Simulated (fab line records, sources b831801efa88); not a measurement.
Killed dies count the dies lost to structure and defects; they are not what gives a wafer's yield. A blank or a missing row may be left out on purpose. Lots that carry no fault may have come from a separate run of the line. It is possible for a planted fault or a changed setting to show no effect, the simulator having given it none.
Chamber matching ; flow sky130 ; 4 sister chambers for SKY_VIA1_ETCH_15 on rie diel-03
The step etches SiO2 in C4F8/O2/Ar, stops on TiN, target depth 351 nm, time 54 s. 18 wafers are shown with their chamber, then 9 later ones without.

## WAFERS, EACH WITH ITS CHAMBER
wafer;chamber;oes product au (a.u.);bias w (W)
L076.1;0;0.977;1207
L076.2;1;0.970;1195
L076.6;0;0.980;1203
L077.3;3;0.973;1200
L077.4;0;0.986;1199
L077.5;1;0.985;1194
L078.3;3;0.982;1202
L078.5;1;0.992;1200
L078.6;0;0.986;1198
L080.2;0;0.977;1198
L080.3;3;0.980;1201
L080.4;0;0.986;1199
L081.1;2;0.974;1199
L081.3;1;0.988;1203
L081.5;3;0.979;1196
L083.1;1;0.990;1200
L083.2;0;0.986;1199
L083.3;3;0.988;1206

SIGNATURES, as means of the wafers listed above
reading;chamber 0;chamber 1;chamber 2;chamber 3;scatter within a chamber
oes product au;0.98257;0.98500;0.97400;0.98040;0.00622
bias w;1200.43;1198.40;1199.00;1201.00;3.55
Rule: a wafer's distance from a chamber is the root of the sum, over the readings, of the square of ((its reading less the chamber's mean) divided by the reading's scatter). If the next closest chamber is less than 2 further off than the closest, the wafer can't be placed; otherwise it belongs to the closest. The scatter is the square root of a quotient: the sum, over the shown wafers, of each reading's squared deviation from its chamber's mean, divided by wafers minus chambers.

## WAFERS WITHOUT THEIR CHAMBER
wafer;oes product au (a.u.);bias w (W)
L087.1;0.978;1200
L087.2;0.980;1198
L087.6;0.988;1198
L094.2;0.973;1196
L094.4;0.984;1189
L094.6;0.974;1200
L096.1;0.978;1205
L096.2;0.986;1200
L096.4;0.983;1203

## EACH ONE'S CHAMBER
wafer;from the rows above;in truth
L087.1;can't be placed: 3 or 2 or 0 or 1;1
L087.2;can't be placed: 0 or 1 or 3 or 2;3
L087.6;can't be placed: 1 or 0 or 3 or 2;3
L094.2;can't be placed: 2 or 3 or 0 or 1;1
L094.4;can't be placed: 1 or 0 or 2 or 3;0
L094.6;can't be placed: 2 or 3 or 0 or 1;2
L096.1;can't be placed: 3 or 0 or 2 or 1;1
L096.2;can't be placed: 1 or 0 or 3 or 2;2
L096.4;can't be placed: 3 or 0 or 1 or 2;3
Placed correctly: 0 of 9. These rows do not allow placing 9 (true chamber among the candidates in 9). Placed wrongly: 0.
